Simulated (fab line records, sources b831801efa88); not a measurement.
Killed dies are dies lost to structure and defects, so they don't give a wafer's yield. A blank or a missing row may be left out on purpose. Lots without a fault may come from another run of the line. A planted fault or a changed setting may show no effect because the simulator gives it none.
A struck lot beside a sound one | flow sky130 | 16 steps out of a route of 708
Sound: wafers L201.3, L201.4, L201.6. Struck: wafer L214.1. (L214.2, L214.6 of the same lot were not struck and are left out.) The cause comes at the end.
At each step with rows: each side's tool, then ch and its chambers, then its first start. Under that, the readings that differ: sound wafers | struck wafers | difference of the means | sigmas: that difference in standard deviations of wafers without a fault.
alike: readings whose means differ by less than 2 such deviations, and words and numbers that are the same on both sides. not compared: withheld readings, readings that some wafer has no value for, bounds like >300 that may hide the same value, and numbers for which the record gives no deviation and whose values overlap.
The two part at a step that has a row with sigmas, a row that says differs or no value, or rows on one side only. Numbers that don't overlap but have no deviation are shown without sigmas and don't part them. A reading that every wafer of one side lacks parts them only if that side has two wafers or more.

first, 8 steps without rows for these wafers: SKY_POLY_GATE_DEHYDRATE_05 (time 60 s); SKY_POLY_GATE_HMDS_06 (prime time 60 s); SKY_POLY_GATE_COAT_07 (resist thk 110 nm); SKY_POLY_GATE_COAT_08 (resist thk 450 nm); SKY_POLY_GATE_SOFTBAKE_09 (time 90 s); SKY_POLY_GATE_EXPOSE_10 (exposes mask P1M, target cd 150 nm); SKY_POLY_GATE_PEB_11; SKY_POLY_GATE_DEVELOP_12 (develop time 60 s).
SKY_POLY_GATE_CD_MEAS_13: target cd 150 nm.
  sound on cd_sem-01, day 18 09:26; struck on cd_sem-02, day 23 00:59
  alike: cd_nm
SKY_POLY_GATE_OVL_MEAS_14:
  sound on overlay-01, day 18 09:31; struck on overlay-02, day 23 01:07
  alike: POLY_GATE_OVL
SKY_POLY_GATE_ETCH_15: etches BARC in N2/H2, stops on SiO2, time 118.5 s, target depth 110 nm.
  sound on rie_diel-02 ch 1,2, day 18 09:32; struck on rie_diel-03 ch 2, day 23 01:09
  alike: drypump_motor_current_A, oes_product_au, run_length_s, throttle_valve_pct
  not compared: rf_hours_counter_h
SKY_POLY_GATE_ETCH_16: etches Si3N4 in CH3F/O2, stops on poly-Si, time 147.5 s, target depth 75 nm.
  sound on rie_diel-02 ch 1,2, day 18 09:38; struck on rie_diel-03 ch 2, day 23 01:14
  alike: drypump_motor_current_A, oes_product_au, run_length_s, throttle_valve_pct
  not compared: rf_hours_counter_h
SKY_POLY_GATE_ETCH_17: etches poly-Si in HBr/Cl2, stops on SiO2, target depth 180 nm, time 70.5 s.
  sound on rie_si-02 ch 0,2, day 18 09:43; struck on rie_si-01 ch 3, day 23 01:20
  reading                                          | sound             | struck | difference | sigmas
  oes_product_au (a.u.)                            | 1.001 0.985 0.997 | 0.889  | -0.105     | -15
  run_length_s (s)                                 | 98.2 98.6 98.5    | 111.6  | +13.2      | +29
  model.KrF-thick_of_POLY_GATE_COAT_08.thk_nm (nm) | 138.7 143.2 139.2 | 125.9  | -14.5      |
  model.SiO2_of_SONOS_ONO_CVD_04.thk_nm (nm)       | 3.575 3.533 3.561 | 3.093  | -0.463     |
  alike: drypump_motor_current_A, mfc_cl2_sccm, throttle_valve_pct
  not compared: rf_hours_counter_h
SKY_POLY_GATE_STRIP_18: strips in O2/N2.
  sound on plasma_asher-01 ch 0,1, day 18 09:49; struck on plasma_asher-02 ch 0, day 23 01:23
  reading                      | sound             | struck | difference                   | sigmas
  oes_product_au (a.u.)        | 0.365 0.369 0.364 | 0.346  | -0.020                       | -4
  rf_hours_counter_h (h)       | - - -             | 10     | no value on the sound wafers |
  strip_time_to_endpoint_s (s) | 3.148 3.207 3.163 | 2.999  | -0.174                       | -6
  alike: drypump_motor_current_A
then, 1 step without rows for these wafers: SKY_POLY_GATE_CLEAN_19 (cleans in SC1/SC2, time 150 s).
-- the record jumps here: 27 days lie between the struck wafers' starts before and after (it left off in module POLY_GATE and takes up again in module PAD_OPEN, whose first step shown is number 708 of the route) --
SKY_PAD_OPEN_PROBE_99:
  sound on prober-01, day 47 07:29; struck on prober-01, day 50 00:17
  reading                         | sound          | struck | difference | sigmas
  killed_at_M0_to_M3              | 34 39 40       | 64     | +26        | +3
  model.etest.tip_sonos.rs_ohm_sq | 2706 2708 2714 | 2540   | -169       |
  alike: killed_at_M4_up, killed_at_contacts, killed_at_front_end, killed_at_other, killed_dies, killed_open, killed_short
  not compared: model.etest.tip_n.rs_ohm_sq

WHERE THEY PART
First at SKY_POLY_GATE_ETCH_17; last, within this record, at SKY_PAD_OPEN_PROBE_99.

WHY: what the simulator had put in
Process parameter drift: rie_si-01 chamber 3, from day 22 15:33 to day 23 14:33, at SKY_POLY_GATE_ETCH_17. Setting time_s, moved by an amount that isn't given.
